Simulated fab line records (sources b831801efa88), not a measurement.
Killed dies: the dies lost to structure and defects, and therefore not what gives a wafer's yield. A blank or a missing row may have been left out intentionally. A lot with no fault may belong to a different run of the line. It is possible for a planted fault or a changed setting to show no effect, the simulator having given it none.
Chamber matching | flow gf180mcu | GF_V2_ETCH_16 on rie-diel-02 has 4 sister chambers
The step etches BARC in N2/H2. 7 wafers are shown with their chamber, then 7 later ones without.

## EACH WAFER AND ITS CHAMBER
wafer  | chamber | drypump-motor-current-A (A) | oes-product-au (a.u.)
L085.3 | 3       | 5.6                         | 0.851
L086.3 | 2       | 6.1                         | 0.848
L087.4 | 0       | 6.4                         | 0.854
L087.5 | 1       | 5.7                         | 0.858
L087.6 | 2       | 6.2                         | 0.860
L089.1 | 0       | 6.4                         | 0.849
L089.3 | 1       | 5.8                         | 0.854

## WAFERS WITH NO CHAMBER GIVEN
wafer  | drypump-motor-current-A (A) | oes-product-au (a.u.)
L089.6 | 6.2                         | 0.856
L096.2 | 6.3                         | 0.857
L096.4 | 5.8                         | 0.852
L096.5 | 5.6                         | 0.858
L097.2 | 5.6                         | 0.852
L097.3 | 6.1                         | 0.854
L097.6 | 6.2                         | 0.859

## THE CHAMBER EACH PASSED THROUGH
wafer  | from the rows above     | in truth
L089.6 | 2                       | 2
L096.2 | can't be placed: 0 or 2 | 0
L096.4 | 1                       | 1
L096.5 | can't be placed: 3 or 1 | 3
L097.2 | 3                       | 3
L097.3 | 2                       | 2
L097.6 | 2                       | 2
Correctly placed: 5 of 7. Can't be placed from these rows: 2 (the true chamber is among the candidates in 2). Placed wrongly: 0.
How it was worked out, from the rows above alone: a wafer's distance from a chamber is the root of the sum, over the readings, of the square of ((its reading less the chamber's mean) divided by the reading's scatter). The wafer belongs to the nearest chamber; if the next one is less than 2 further off, it can't be placed. Each chamber's mean is taken over the wafers shown for it. The scatter: take each reading less its chamber's mean, square it, sum over the shown wafers, divide by the number of wafers less the number of chambers, and take the root.
